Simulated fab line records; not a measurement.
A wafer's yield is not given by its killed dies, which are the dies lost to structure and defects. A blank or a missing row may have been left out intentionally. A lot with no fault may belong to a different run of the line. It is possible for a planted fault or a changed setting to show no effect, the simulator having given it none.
fab line records || flow gf180mcu
record {"lots": 7, "wafers": 21, "last_day": 34}
route steps=602 shown STI@26 DNWELL@32 NWELL@42
lots that met no fault: from a run of the same line without faults
start_h: the number of hours between the record's first day and the start of the first shown wafer of the lot || wait_h: how many hours have passed since the lot's step before this one || " the same as in the row above || L1.1+2: a single row standing in for several wafers || - no value present, or no start provided || * or withheld: withheld || < > ~ a bound
route shown NAME@n: NAME is a module with steps in the file, n the number in the route of the first one || usual: the fault-free wafers' mean and standard deviation || same: alike in all rows || chamber/n: place in a boat || sites: readings site by site || _std_site: their standard deviation || _edge_site: outer sites' mean less inner sites' || radius_mm: how far each site lies from the wafer's centre || mask NAME#n: copy n || behind: the tool/chamber that last shaped the wafer || hold: reason for holding the lot/hours on hold/outcome of the hold || device: the transistor (n, p or np) that didn't switch || end of line: the tests these same wafers got at the end of their route || a step without rows: its recipe alone || killed: dies that structure and defects cost at the first sort, which is not the same as the wafer's yield || map: a wafer's dies, x killed, . not, _ none there
set.NAME: the run value of the setting; set.NAME@STEP: its run value at that earlier step || model.NAME: the simulator's own value behind a step, which no gauge read
a table for each step, a row for each wafer; lots at some steps of the route
services: a tool's chamber out of use, with start hour (start_h, from the record's first day; less than 0 if before it), hours out, and reason
## steps
# step GF_STI_CMP_25
# recipe {"stop_on": "Si3N4", "t_overpolish_s": 33, "down_force_psi": 4, "platen_rpm": 60, "target_thk_nm": 524.6, "pad_velocity_m_s": 0.94248}
# usual {"motor_current_A": "12.0/1.4", "overpolish_run_s": "33.000/0.0092", "platen_rpm": "60.00/0.037", "time_to_endpoint_s": "124/3.6"}
{"lot.wafer": "L387.2", "tool": "cmp-02", "chamber": 0, "start_h": 58.68, "wait_h": 0.1, "motor_current_A": 13.4, "overpolish_run_s": 32.993, "platen_rpm": 60.00, "time_to_endpoint_s": 120}
{"lot.wafer": "L387.1", "tool": "cmp-02", "chamber": 1, "start_h": 58.68, "wait_h": 0.1, "motor_current_A": 12.8, "overpolish_run_s": 32.994, "platen_rpm": 59.98, "time_to_endpoint_s": 125}
{"lot.wafer": "L387.6", "tool": "cmp-02", "chamber": 3, "start_h": 58.68, "wait_h": 0.1, "motor_current_A": 12.0, "overpolish_run_s": 32.991, "platen_rpm": 59.95, "time_to_endpoint_s": 119}
{"lot.wafer": "L391.3", "tool": "cmp-01", "chamber": 2, "start_h": 78.88, "wait_h": 0.1, "motor_current_A": 10.7, "overpolish_run_s": 33.004, "platen_rpm": 60.00, "time_to_endpoint_s": 127}
{"lot.wafer": "L391.4", "tool": "cmp-01", "chamber": 3, "start_h": 78.88, "wait_h": 0.1, "motor_current_A": 12.3, "overpolish_run_s": 32.990, "platen_rpm": 59.99, "time_to_endpoint_s": 125}
{"lot.wafer": "L391.1", "tool": "cmp-01", "chamber": 0, "start_h": 78.88, "wait_h": 0.1, "motor_current_A": 12.8, "overpolish_run_s": 32.993, "platen_rpm": 59.98, "time_to_endpoint_s": 133}
{"lot.wafer": "L396.2", "tool": "cmp-02", "chamber": 1, "start_h": 104.31, "wait_h": 0.1, "motor_current_A": 13.5, "overpolish_run_s": 32.991, "platen_rpm": 59.98, "time_to_endpoint_s": 122}
{"lot.wafer": "L396.6", "tool": "cmp-02", "chamber": 0, "start_h": 104.31, "wait_h": 0.1, "motor_current_A": 13.7, "overpolish_run_s": 32.991, "platen_rpm": 60.02, "time_to_endpoint_s": 127}
{"lot.wafer": "L396.5", "tool": "cmp-02", "chamber": 1, "start_h": 104.31, "wait_h": 0.1, "motor_current_A": 12.7, "overpolish_run_s": 33.003, "platen_rpm": 60.02, "time_to_endpoint_s": 126}
{"lot.wafer": "L397.1", "tool": "cmp-02", "chamber": 1, "start_h": 109.80, "wait_h": 0.1, "motor_current_A": 12.4, "overpolish_run_s": 33.009, "platen_rpm": 60.01, "time_to_endpoint_s": 126}
{"lot.wafer": "L397.3", "tool": "cmp-02", "chamber": 3, "start_h": 109.80, "wait_h": 0.1, "motor_current_A": 12.2, "overpolish_run_s": 33.001, "platen_rpm": 60.09, "time_to_endpoint_s": 120}
{"lot.wafer": "L397.6", "tool": "cmp-02", "chamber": 1, "start_h": 109.80, "wait_h": 0.1, "motor_current_A": 13.3, "overpolish_run_s": 33.013, "platen_rpm": 60.03, "time_to_endpoint_s": 124}
{"lot.wafer": "L398.2", "tool": "cmp-01", "chamber": 3, "start_h": 114.91, "wait_h": 0.1, "motor_current_A": 12.0, "overpolish_run_s": 32.981, "platen_rpm": 60.00, "time_to_endpoint_s": 124}
{"lot.wafer": "L398.1", "tool": "cmp-01", "chamber": 0, "start_h": 114.91, "wait_h": 0.1, "motor_current_A": 12.6, "overpolish_run_s": 32.997, "platen_rpm": 59.98, "time_to_endpoint_s": 134}
{"lot.wafer": "L398.5", "tool": "cmp-01", "chamber": 1, "start_h": 114.91, "wait_h": 0.1, "motor_current_A": 9.4, "overpolish_run_s": 32.999, "platen_rpm": 60.06, "time_to_endpoint_s": 128}
{"lot.wafer": "L403.1", "tool": "cmp-01", "chamber": 3, "start_h": 140.86, "wait_h": 0.2, "motor_current_A": 11.8, "overpolish_run_s": 33.012, "platen_rpm": 59.99, "time_to_endpoint_s": 121}
{"lot.wafer": "L403.5", "tool": "cmp-01", "chamber": 0, "start_h": 140.86, "wait_h": 0.2, "motor_current_A": 13.3, "overpolish_run_s": 32.990, "platen_rpm": 60.07, "time_to_endpoint_s": 127}
{"lot.wafer": "L403.6", "tool": "cmp-01", "chamber": 1, "start_h": 140.86, "wait_h": 0.2, "motor_current_A": 9.8, "overpolish_run_s": 32.998, "platen_rpm": 60.01, "time_to_endpoint_s": 119}
{"lot.wafer": "L404.2", "tool": "cmp-02", "chamber": 1, "start_h": 149.01, "wait_h": 0.3, "motor_current_A": 12.9, "overpolish_run_s": 32.986, "platen_rpm": 60.02, "time_to_endpoint_s": 121}
{"lot.wafer": "L404.3", "tool": "cmp-02", "chamber": 2, "start_h": 149.01, "wait_h": 0.3, "motor_current_A": 11.8, "overpolish_run_s": 32.983, "platen_rpm": 59.98, "time_to_endpoint_s": 119}
{"lot.wafer": "L404.4", "tool": "cmp-02", "chamber": 0, "start_h": 149.01, "wait_h": 0.3, "motor_current_A": 13.9, "overpolish_run_s": 33.004, "platen_rpm": 60.10, "time_to_endpoint_s": 120}
# step GF_STI_WET_ETCH_26
# recipe {"chemistry": "dHF", "target_depth_nm": 94, "target": "SiO2", "temp_c": 25, "dilution": "10:1", "time_s": 188}
# step GF_STI_WET_ETCH_27
# recipe {"chemistry": "H3PO4", "target_depth_nm": 160, "target": "Si3N4", "temp_c": 160, "time_s": 1825}
# step GF_STI_WET_ETCH_28
# recipe {"chemistry": "dHF", "target_depth_nm": 20, "dry": "ipa_marangoni", "target": "SiO2", "temp_c": 25, "dilution": "10:1", "time_s": 40}
# step GF_STI_OXIDATION_29
# recipe {"temp_c": 900, "ambient": "O2", "stabilise_s": 600, "purge_s": 300, "target_thk_a": 100, "ox_time_s": 1418}
# step GF_STI_THK_MEAS_30
# recipe {"reads": "SiO2_of_STI_OXIDATION_29"}
# usual {"STI_OXIDATION_02_THK": "10.00/0.18"}
{"lot.wafer": "L387.1", "tool": "film_metro-02", "chamber": "-", "start_h": 60.93, "wait_h": 0.0, "STI_OXIDATION_02_THK[nm]": 9.82}
{"lot.wafer": "L387.2", "tool": "film_metro-02", "chamber": "-", "start_h": 60.93, "wait_h": 0.0, "STI_OXIDATION_02_THK[nm]": 10.29}
{"lot.wafer": "L387.6", "tool": "film_metro-02", "chamber": "-", "start_h": 60.93, "wait_h": 0.0, "STI_OXIDATION_02_THK[nm]": 10.14}
{"lot.wafer": "L391.1", "tool": "film_metro-02", "chamber": "-", "start_h": 81.15, "wait_h": 0.0, "STI_OXIDATION_02_THK[nm]": 10.20}
{"lot.wafer": "L391.3", "tool": "film_metro-02", "chamber": "-", "start_h": 81.15, "wait_h": 0.0, "STI_OXIDATION_02_THK[nm]": 10.16}
{"lot.wafer": "L391.4", "tool": "film_metro-02", "chamber": "-", "start_h": 81.15, "wait_h": 0.0, "STI_OXIDATION_02_THK[nm]": 10.21}
{"lot.wafer": "L396.2", "tool": "film_metro-04", "chamber": "-", "start_h": 107.93, "wait_h": 0.0, "STI_OXIDATION_02_THK[nm]": 9.88}
{"lot.wafer": "L396.5", "tool": "film_metro-04", "chamber": "-", "start_h": 107.93, "wait_h": 0.0, "STI_OXIDATION_02_THK[nm]": 9.86}
{"lot.wafer": "L396.6", "tool": "film_metro-04", "chamber": "-", "start_h": 107.93, "wait_h": 0.0, "STI_OXIDATION_02_THK[nm]": 9.97}
{"lot.wafer": "L397.1", "tool": "film_metro-04", "chamber": "-", "start_h": 112.91, "wait_h": 0.0, "STI_OXIDATION_02_THK[nm]": 10.36}
{"lot.wafer": "L397.3", "tool": "film_metro-04", "chamber": "-", "start_h": 112.91, "wait_h": 0.0, "STI_OXIDATION_02_THK[nm]": 10.33}
{"lot.wafer": "L397.6", "tool": "film_metro-04", "chamber": "-", "start_h": 112.91, "wait_h": 0.0, "STI_OXIDATION_02_THK[nm]": 10.25}
{"lot.wafer": "L398.1", "tool": "film_metro-04", "chamber": "-", "start_h": 117.10, "wait_h": 0.0, "STI_OXIDATION_02_THK[nm]": 9.92}
{"lot.wafer": "L398.2", "tool": "film_metro-04", "chamber": "-", "start_h": 117.10, "wait_h": 0.0, "STI_OXIDATION_02_THK[nm]": 10.07}
{"lot.wafer": "L398.5", "tool": "film_metro-04", "chamber": "-", "start_h": 117.10, "wait_h": 0.0, "STI_OXIDATION_02_THK[nm]": 9.99}
{"lot.wafer": "L403.1", "tool": "film_metro-01", "chamber": "-", "start_h": 143.15, "wait_h": 0.0, "STI_OXIDATION_02_THK[nm]": 9.96}
{"lot.wafer": "L403.5", "tool": "film_metro-01", "chamber": "-", "start_h": 143.15, "wait_h": 0.0, "STI_OXIDATION_02_THK[nm]": 10.09}
{"lot.wafer": "L403.6", "tool": "film_metro-01", "chamber": "-", "start_h": 143.15, "wait_h": 0.0, "STI_OXIDATION_02_THK[nm]": 9.93}
{"lot.wafer": "L404.2", "tool": "film_metro-02", "chamber": "-", "start_h": 151.32, "wait_h": 0.0, "STI_OXIDATION_02_THK[nm]": 9.93}
{"lot.wafer": "L404.3", "tool": "film_metro-02", "chamber": "-", "start_h": 151.32, "wait_h": 0.0, "STI_OXIDATION_02_THK[nm]": 9.90}
{"lot.wafer": "L404.4", "tool": "film_metro-02", "chamber": "-", "start_h": 151.32, "wait_h": 0.0, "STI_OXIDATION_02_THK[nm]": 9.94}
# step GF_DNWELL_DEHYDRATE_00
# recipe {"temp_c": 200, "time_s": 60}
# step GF_DNWELL_HMDS_01
# recipe {"prime_time_s": 60, "prime_temp_c": 120}
# step GF_DNWELL_COAT_02
# recipe {"spin_rpm": 2000, "resist_thk_nm": 3000}
# step GF_DNWELL_SOFTBAKE_03
# recipe {"temp_c": 110, "time_s": "withheld"}
# step GF_DNWELL_EXPOSE_04
# recipe {"mask_id": "DNWELL", "target_cd_nm": 1700, "na": 0.6, "source_shape": "conventional", "sigma_outer": 0.6, "dose_mj": 260}
# step GF_DNWELL_PEB_05
# recipe {"temp_c": 115, "time_s": "withheld"}
# step GF_DNWELL_DEVELOP_06
# recipe {"wall_angle_deg": 90, "develop_time_s": 60, "dev_temp_c": 23}
# usual {"chill_plate_temp_C": "23.01/0.11", "develop_time_s": "60/0"}
{"lot.wafer": "L387.1", "tool": "litho_track-01", "chamber": 0, "start_h": 74, "wait_h": "-", "chill_plate_temp_C": 23.03, "develop_time_s": 60}
{"lot.wafer": "L387.2", "tool": "litho_track-01", "chamber": 0, "start_h": 74, "wait_h": "-", "chill_plate_temp_C": 23.06, "develop_time_s": 60}
{"lot.wafer": "L387.6", "tool": "litho_track-01", "chamber": 0, "start_h": 74, "wait_h": "-", "chill_plate_temp_C": 23.15, "develop_time_s": 60}
{"lot.wafer": "L391.1", "tool": "litho_track-01", "chamber": 0, "start_h": 93, "wait_h": "-", "chill_plate_temp_C": 22.98, "develop_time_s": 60}
{"lot.wafer": "L391.3", "tool": "litho_track-01", "chamber": 0, "start_h": 93, "wait_h": "-", "chill_plate_temp_C": 23.08, "develop_time_s": 60}
{"lot.wafer": "L391.4", "tool": "litho_track-01", "chamber": 0, "start_h": 93, "wait_h": "-", "chill_plate_temp_C": 23.10, "develop_time_s": 60}
{"lot.wafer": "L396.2", "tool": "litho_track-04", "chamber": "-", "start_h": 122, "wait_h": "-", "chill_plate_temp_C": "-", "develop_time_s": "-"}
{"lot.wafer": "L396.5", "tool": "litho_track-04", "chamber": "-", "start_h": 122, "wait_h": "-", "chill_plate_temp_C": "-", "develop_time_s": "-"}
{"lot.wafer": "L396.6", "tool": "litho_track-04", "chamber": "-", "start_h": 122, "wait_h": "-", "chill_plate_temp_C": "-", "develop_time_s": "-"}
{"lot.wafer": "L397.1", "tool": "litho_track-01", "chamber": "-", "start_h": 127, "wait_h": "-", "chill_plate_temp_C": "-", "develop_time_s": "-"}
{"lot.wafer": "L397.3", "tool": "litho_track-01", "chamber": "-", "start_h": 127, "wait_h": "-", "chill_plate_temp_C": "-", "develop_time_s": "-"}
{"lot.wafer": "L397.6", "tool": "litho_track-01", "chamber": "-", "start_h": 127, "wait_h": "-", "chill_plate_temp_C": "-", "develop_time_s": "-"}
{"lot.wafer": "L398.1", "tool": "litho_track-04", "chamber": "-", "start_h": 131, "wait_h": "-", "chill_plate_temp_C": "-", "develop_time_s": "-"}
{"lot.wafer": "L398.2", "tool": "litho_track-04", "chamber": "-", "start_h": 131, "wait_h": "-", "chill_plate_temp_C": "-", "develop_time_s": "-"}
{"lot.wafer": "L398.5", "tool": "litho_track-04", "chamber": "-", "start_h": 131, "wait_h": "-", "chill_plate_temp_C": "-", "develop_time_s": "-"}
{"lot.wafer": "L403.1", "tool": "litho_track-04", "chamber": 0, "start_h": 158, "wait_h": "-", "chill_plate_temp_C": 22.98, "develop_time_s": 60}
{"lot.wafer": "L403.5", "tool": "litho_track-04", "chamber": 0, "start_h": 158, "wait_h": "-", "chill_plate_temp_C": 23.00, "develop_time_s": 60}
{"lot.wafer": "L403.6", "tool": "litho_track-04", "chamber": 0, "start_h": 158, "wait_h": "-", "chill_plate_temp_C": 23.14, "develop_time_s": 60}
{"lot.wafer": "L404.2", "tool": "litho_track-04", "chamber": 0, "start_h": 166, "wait_h": "-", "chill_plate_temp_C": 22.98, "develop_time_s": 60}
{"lot.wafer": "L404.3", "tool": "litho_track-04", "chamber": 0, "start_h": 166, "wait_h": "-", "chill_plate_temp_C": 22.91, "develop_time_s": 60}
{"lot.wafer": "L404.4", "tool": "litho_track-04", "chamber": 0, "start_h": 166, "wait_h": "-", "chill_plate_temp_C": 23.05, "develop_time_s": 60}
# step GF_DNWELL_IMPLANT_07
# recipe {"species": "P", "energy_kev": 1500, "dose_cm2": 1e+13, "tilt_deg": 0}
# step GF_DNWELL_STRIP_08
# recipe {"chemistry": "O2/N2", "power_w": 1400, "pressure_mtorr": 1500, "platen_temp_c": 250, "o2_flow_sccm": 3000, "n2_flow_sccm": 300, "overash_fraction": 0.5}
# usual {"drypump_motor_current_A": "5.4/0.48", "heater_power_w": "326/36", "oes_product_au": "0.722/0.0045", "strip_time_to_endpoint_s": "36.96/0.089"}
{"lot.wafer": "L387.1", "tool": "plasma_asher-04", "chamber": 1, "start_h": 74.45, "wait_h": 0.1, "drypump_motor_current_A": 6.3, "heater_power_w": 282, "oes_product_au": 0.722, "rf_hours_counter_h": 43, "strip_time_to_endpoint_s": 36.93}
{"lot.wafer": "L387.2", "tool": "plasma_asher-04", "chamber": 0, "start_h": 74.45, "wait_h": 0.1, "drypump_motor_current_A": 5.3, "heater_power_w": 370, "oes_product_au": 0.719, "rf_hours_counter_h": 43, "strip_time_to_endpoint_s": 36.97}
{"lot.wafer": "L387.6", "tool": "plasma_asher-04", "chamber": 0, "start_h": 74.45, "wait_h": 0.1, "drypump_motor_current_A": 5.3, "heater_power_w": 373, "oes_product_au": 0.720, "rf_hours_counter_h": "-", "strip_time_to_endpoint_s": 36.99}
{"lot.wafer": "L391.1", "tool": "plasma_asher-03", "chamber": 1, "start_h": 93.95, "wait_h": 0.1, "drypump_motor_current_A": 5.3, "heater_power_w": 320, "oes_product_au": 0.716, "rf_hours_counter_h": 29, "strip_time_to_endpoint_s": 36.84}
{"lot.wafer": "L391.3", "tool": "plasma_asher-03", "chamber": 1, "start_h": 93.95, "wait_h": 0.1, "drypump_motor_current_A": 5.4, "heater_power_w": 317, "oes_product_au": 0.717, "rf_hours_counter_h": "-", "strip_time_to_endpoint_s": 36.84}
{"lot.wafer": "L391.4", "tool": "plasma_asher-03", "chamber": 0, "start_h": 93.95, "wait_h": 0.1, "drypump_motor_current_A": 4.8, "heater_power_w": 282, "oes_product_au": 0.732, "rf_hours_counter_h": "-", "strip_time_to_endpoint_s": 36.98}
{"lot.wafer": "L396.2", "tool": "plasma_asher-01", "chamber": 1, "start_h": 122.28, "wait_h": 0.1, "drypump_motor_current_A": 5.7, "heater_power_w": 367, "oes_product_au": 0.720, "rf_hours_counter_h": 47, "strip_time_to_endpoint_s": 36.89}
{"lot.wafer": "L396.5", "tool": "plasma_asher-01", "chamber": 0, "start_h": 122.28, "wait_h": 0.1, "drypump_motor_current_A": 5.6, "heater_power_w": 356, "oes_product_au": 0.722, "rf_hours_counter_h": "-", "strip_time_to_endpoint_s": 36.91}
{"lot.wafer": "L396.6", "tool": "plasma_asher-01", "chamber": 1, "start_h": 122.28, "wait_h": 0.1, "drypump_motor_current_A": 5.8, "heater_power_w": 360, "oes_product_au": 0.726, "rf_hours_counter_h": "-", "strip_time_to_endpoint_s": 36.93}
{"lot.wafer": "L397.1", "tool": "plasma_asher-03", "chamber": 0, "start_h": 127.40, "wait_h": 0.1, "drypump_motor_current_A": 4.7, "heater_power_w": 283, "oes_product_au": 0.718, "rf_hours_counter_h": 33, "strip_time_to_endpoint_s": 37.03}
{"lot.wafer": "L397.3", "tool": "plasma_asher-03", "chamber": 0, "start_h": 127.40, "wait_h": 0.1, "drypump_motor_current_A": 4.7, "heater_power_w": 282, "oes_product_au": 0.717, "rf_hours_counter_h": "-", "strip_time_to_endpoint_s": 37.00}
{"lot.wafer": "L397.6", "tool": "plasma_asher-03", "chamber": 1, "start_h": 127.40, "wait_h": 0.1, "drypump_motor_current_A": 5.4, "heater_power_w": 322, "oes_product_au": 0.727, "rf_hours_counter_h": "-", "strip_time_to_endpoint_s": 37.07}
{"lot.wafer": "L398.1", "tool": "plasma_asher-04", "chamber": 0, "start_h": 131.68, "wait_h": 0.1, "drypump_motor_current_A": 5.3, "heater_power_w": 359, "oes_product_au": 0.721, "rf_hours_counter_h": 49, "strip_time_to_endpoint_s": 36.93}
{"lot.wafer": "L398.2", "tool": "plasma_asher-04", "chamber": 1, "start_h": 131.68, "wait_h": 0.1, "drypump_motor_current_A": 6.3, "heater_power_w": 287, "oes_product_au": 0.713, "rf_hours_counter_h": 49, "strip_time_to_endpoint_s": 36.94}
{"lot.wafer": "L398.5", "tool": "plasma_asher-04", "chamber": 1, "start_h": 131.68, "wait_h": 0.1, "drypump_motor_current_A": 6.3, "heater_power_w": 280, "oes_product_au": 0.724, "rf_hours_counter_h": "-", "strip_time_to_endpoint_s": 36.93}
{"lot.wafer": "L403.1", "tool": "plasma_asher-04", "chamber": 0, "start_h": 158.48, "wait_h": 0.1, "drypump_motor_current_A": 5.3, "heater_power_w": 364, "oes_product_au": 0.728, "rf_hours_counter_h": 52, "strip_time_to_endpoint_s": 36.99}
{"lot.wafer": "L403.5", "tool": "plasma_asher-04", "chamber": 0, "start_h": 158.48, "wait_h": 0.1, "drypump_motor_current_A": 5.3, "heater_power_w": 371, "oes_product_au": 0.730, "rf_hours_counter_h": "-", "strip_time_to_endpoint_s": 37.05}
{"lot.wafer": "L403.6", "tool": "plasma_asher-04", "chamber": 1, "start_h": 158.48, "wait_h": 0.1, "drypump_motor_current_A": 6.3, "heater_power_w": 283, "oes_product_au": 0.719, "rf_hours_counter_h": "-", "strip_time_to_endpoint_s": 36.91}
{"lot.wafer": "L404.2", "tool": "plasma_asher-01", "chamber": 1, "start_h": 167.08, "wait_h": 0.1, "drypump_motor_current_A": 5.8, "heater_power_w": 363, "oes_product_au": 0.724, "rf_hours_counter_h": 52, "strip_time_to_endpoint_s": 36.95}
{"lot.wafer": "L404.3", "tool": "plasma_asher-01", "chamber": 1, "start_h": 167.08, "wait_h": 0.1, "drypump_motor_current_A": 5.7, "heater_power_w": 362, "oes_product_au": 0.725, "rf_hours_counter_h": "-", "strip_time_to_endpoint_s": 37.06}
{"lot.wafer": "L404.4", "tool": "plasma_asher-01", "chamber": 0, "start_h": 167.08, "wait_h": 0.1, "drypump_motor_current_A": 5.6, "heater_power_w": 354, "oes_product_au": 0.720, "rf_hours_counter_h": "-", "strip_time_to_endpoint_s": 37.04}
# step GF_DNWELL_TW_MEAS_09
# usual {"DNWELL_TW": "1350/11"}
{"lot.wafer": "L387.1", "tool": "film_metro-04", "chamber": "-", "start_h": 74.55, "wait_h": 0.1, "DNWELL_TW": 1345}
{"lot.wafer": "L387.2", "tool": "film_metro-04", "chamber": "-", "start_h": 74.55, "wait_h": 0.1, "DNWELL_TW": 1342}
{"lot.wafer": "L387.6", "tool": "film_metro-04", "chamber": "-", "start_h": 74.55, "wait_h": 0.1, "DNWELL_TW": 1347}
{"lot.wafer": "L391.1", "tool": "film_metro-03", "chamber": "-", "start_h": 94.05, "wait_h": 0.1, "DNWELL_TW": 1353}
{"lot.wafer": "L391.3", "tool": "film_metro-03", "chamber": "-", "start_h": 94.05, "wait_h": 0.1, "DNWELL_TW": 1339}
{"lot.wafer": "L391.4", "tool": "film_metro-03", "chamber": "-", "start_h": 94.05, "wait_h": 0.1, "DNWELL_TW": 1345}
{"lot.wafer": "L396.2", "tool": "film_metro-04", "chamber": "-", "start_h": 122.39, "wait_h": 0.1, "DNWELL_TW": 31}
{"lot.wafer": "L396.5", "tool": "film_metro-04", "chamber": "-", "start_h": 122.39, "wait_h": 0.1, "DNWELL_TW": 31}
{"lot.wafer": "L396.6", "tool": "film_metro-04", "chamber": "-", "start_h": 122.39, "wait_h": 0.1, "DNWELL_TW": 31}
{"lot.wafer": "L397.1", "tool": "film_metro-04", "chamber": "-", "start_h": 127.55, "wait_h": 0.1, "DNWELL_TW": 31}
{"lot.wafer": "L397.3", "tool": "film_metro-04", "chamber": "-", "start_h": 127.55, "wait_h": 0.1, "DNWELL_TW": 31}
{"lot.wafer": "L397.6", "tool": "film_metro-04", "chamber": "-", "start_h": 127.55, "wait_h": 0.1, "DNWELL_TW": 31}
{"lot.wafer": "L398.1", "tool": "film_metro-04", "chamber": "-", "start_h": 131.78, "wait_h": 0.1, "DNWELL_TW": 31}
{"lot.wafer": "L398.2", "tool": "film_metro-04", "chamber": "-", "start_h": 131.78, "wait_h": 0.1, "DNWELL_TW": 31}
{"lot.wafer": "L398.5", "tool": "film_metro-04", "chamber": "-", "start_h": 131.78, "wait_h": 0.1, "DNWELL_TW": 31}
{"lot.wafer": "L403.1", "tool": "film_metro-02", "chamber": "-", "start_h": 158.58, "wait_h": 0.1, "DNWELL_TW": 1345}
{"lot.wafer": "L403.5", "tool": "film_metro-02", "chamber": "-", "start_h": 158.58, "wait_h": 0.1, "DNWELL_TW": 1340}
{"lot.wafer": "L403.6", "tool": "film_metro-02", "chamber": "-", "start_h": 158.58, "wait_h": 0.1, "DNWELL_TW": 1339}
{"lot.wafer": "L404.2", "tool": "film_metro-02", "chamber": "-", "start_h": 167.19, "wait_h": 0.1, "DNWELL_TW": 1328}
{"lot.wafer": "L404.3", "tool": "film_metro-02", "chamber": "-", "start_h": 167.19, "wait_h": 0.1, "DNWELL_TW": 1334}
{"lot.wafer": "L404.4", "tool": "film_metro-02", "chamber": "-", "start_h": 167.19, "wait_h": 0.1, "DNWELL_TW": 1330}
# step GF_NWELL_DEHYDRATE_00
# recipe {"temp_c": 200, "time_s": 60}
## services
{"tool": "cmp-01", "chamber": "-", "start_h": 41.93, "hours": 1.1, "kind": "repair"}
{"tool": "cmp-02", "chamber": "-", "start_h": 42.18, "hours": 2.1, "kind": "repair"}
{"tool": "cmp-02", "chamber": "-", "start_h": 58.88, "hours": 3.0, "kind": "pm"}
{"tool": "cmp-02", "chamber": "-", "start_h": 64.04, "hours": 4.0, "kind": "pm"}
{"tool": "cmp-01", "chamber": "-", "start_h": 64.89, "hours": 1.2, "kind": "repair"}
{"tool": "cmp-02", "chamber": "-", "start_h": 68.04, "hours": "-", "kind": "consumable_replace:conditioner"}
{"tool": "cmp-02", "chamber": "-", "start_h": 68.04, "hours": "-", "kind": "consumable_replace:pad"}
{"tool": "cmp-02", "chamber": "-", "start_h": 79.32, "hours": 5.7, "kind": "repair"}
{"tool": "cmp-01", "chamber": "-", "start_h": 108.27, "hours": 1.9, "kind": "repair"}
{"tool": "cmp-01", "chamber": "-", "start_h": 138.08, "hours": 2.0, "kind": "repair"}
{"tool": "cmp-01", "chamber": "-", "start_h": 147.95, "hours": 8.3, "kind": "repair"}
{"tool": "plasma_asher-01", "chamber": "-", "start_h": 147.96, "hours": 3.3, "kind": "repair"}
{"tool": "cmp-01", "chamber": "-", "start_h": 151.59, "hours": 0.8, "kind": "repair"}
{"tool": "litho_track-01", "chamber": "-", "start_h": 158.50, "hours": "-", "kind": "consumable_replace:filter"}
## key
first_sign {"step": "GF_DNWELL_DEVELOP_06", "reading": "tool_record", "direction": "missing"}
effect {"step": "GF_DNWELL_TW_MEAS_09", "reading": "DNWELL_TW", "direction": "down", "sigmas": "99+", "usual": 1350, "struck": 31}
met_at GF_DNWELL_DEVELOP_06
struck_wafers L396.2,L396.5,L396.6,L397.1,L397.3,L397.6,L398.1,L398.2,L398.5
sort_left_out L396.2,L396.5,L396.6,L397.1,L397.3,L397.6,L398.1,L398.2,L398.5
tester_left_out L396,L397,L398
onset_between 93 122
fault {"kind": "skipped_step_whole", "tool": "litho_track-01,litho_track-04", "chamber": "-", "onset_h": 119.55, "steps": "GF_DNWELL_DEVELOP_06", "scope": "struck_lots_only"}
# tester_left_out: of these lots the tester's yield and bins aren't shown, on N5 and GAA mostly nor the transistor test; their killed dies are dies lost to structure and defects alone, not to doping, threshold or leakage, so they don't give the yield
# sort_left_out: the simulated sort isn't trusted on such a fault, so these wafers' sort isn't shown, and their yield isn't known
